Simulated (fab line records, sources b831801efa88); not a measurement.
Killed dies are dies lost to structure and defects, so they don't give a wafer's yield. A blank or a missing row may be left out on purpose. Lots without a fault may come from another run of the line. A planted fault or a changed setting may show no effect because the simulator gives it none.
Tool commonality check | flow sky130 | 10 lots, 30 wafers sampled

WHY IT WAS OPENED
At SKY_POLY_GATE_THK_MEAS_01 the reading POLY_GATE_CVD_00_THK is flagged on 2 of 10 lots. Wafers without a fault read 180.8 nm, standard deviation 1.7.
Rule: a lot is flagged when every wafer of it that has a number lies more than 4 standard deviations from that mean, or none has a number. The other lots count as sound.

lot  | measured     | on            | POLY_GATE_CVD_00_THK (nm), wafer by wafer | flag
L185 | day 16 00:05 | film_metro-03 | 180.3 181.4 180.6                         |
L186 | day 16 10:26 | film_metro-01 | 181.4 179.5 180.0                         |
L188 | day 16 22:01 | film_metro-03 | 181.1 181.3 180.3                         |
L189 | day 17 16:47 | film_metro-01 | 178.6 179.1 180.3                         |
L190 | day 17 16:47 | film_metro-03 | 179.9 180.6 181.3                         |
L191 | day 18 03:07 | film_metro-01 | 118.3 117.5 118.5                         | FLAGGED
L192 | day 18 10:59 | film_metro-01 | 116.7 117.7 116.9                         | FLAGGED
L200 | day 21 08:17 | film_metro-01 | 183.4 181.7 180.2                         |
L201 | day 21 18:42 | film_metro-01 | 181.6 182.2 181.3                         |
L202 | day 21 23:18 | film_metro-04 | 181.6 182.4 180.7                         |
The numbers of the flagged lots are 117.6 nm on average: -63.2 nm against the usual, or -37 standard deviations.

WHICH TOOL RAN EACH LOT
The record holds 1 process step before the reading, out of a route of 708 steps. In each cell: the tool, then ch and the chambers that the sampled wafers went through, then the start.
lot  | flag    | SKY_POLY_GATE_CVD_00
L185 |         | lpcvd-01 ch 0, day 15 22:53
L186 |         | lpcvd-01 ch 1, day 16 09:12
L188 |         | lpcvd-01 ch 0, day 16 20:49
L189 |         | lpcvd-01 ch 1, day 17 15:35
L190 |         | lpcvd-01 ch 1, day 17 15:35
L191 | FLAGGED | lpcvd-01 ch 0, day 18 01:55
L192 | FLAGGED | lpcvd-01 ch 1, day 18 09:11
L200 |         | lpcvd-01 ch 0, day 21 07:04
L201 |         | lpcvd-01 ch 0, day 21 17:29
L202 |         | lpcvd-01 ch 1, day 21 22:06
What these steps do:
- SKY_POLY_GATE_CVD_00: deposits poly-Si, target thk 180 nm, time 720 s.
- SKY_POLY_GATE_THK_MEAS_01

FLAGGED OVER TOTAL, TOOL BY TOOL (the gauges that took the reading come last)
step                      | tool          | lots run | flagged | share of the flagged lots | sound lots run after its first flagged lot
SKY_POLY_GATE_CVD_00      | lpcvd-01      | 10       | 2       | all                       | 3 (L200,L201,L202)
SKY_POLY_GATE_THK_MEAS_01 | film_metro-01 | 6        | 2       | all                       | 2 (L200,L201)
SKY_POLY_GATE_THK_MEAS_01 | film_metro-03 | 3        | 0       | none                      | -
SKY_POLY_GATE_THK_MEAS_01 | film_metro-04 | 1        | 0       | none                      | -

WHAT THE TABLE ALLOWS
2 rows of the table ran every flagged lot: lpcvd-01 at SKY_POLY_GATE_CVD_00, film_metro-01 at SKY_POLY_GATE_THK_MEAS_01.
- lpcvd-01 at SKY_POLY_GATE_CVD_00: 2 of its 10 lots flagged. Sound lots ran on it after the first flagged one (L200, L201, L202), which a lasting fault on the whole tool wouldn't allow. Its own readings lie more than 4 standard deviations out on every wafer of the flagged lots: spike_tc_bottom_C, spike_tc_centre_C, spike_tc_lower_C, spike_tc_top_C, spike_tc_upper_C, susceptor_temp_C.
- film_metro-01 at SKY_POLY_GATE_THK_MEAS_01: 2 of its 6 lots flagged. Sound lots ran on it after the first flagged one (L200, L201), which a lasting fault on the whole tool wouldn't allow.
No row of the table ran every flagged lot and no sound lot after the first.

WHAT THE SIMULATOR HAD PUT IN
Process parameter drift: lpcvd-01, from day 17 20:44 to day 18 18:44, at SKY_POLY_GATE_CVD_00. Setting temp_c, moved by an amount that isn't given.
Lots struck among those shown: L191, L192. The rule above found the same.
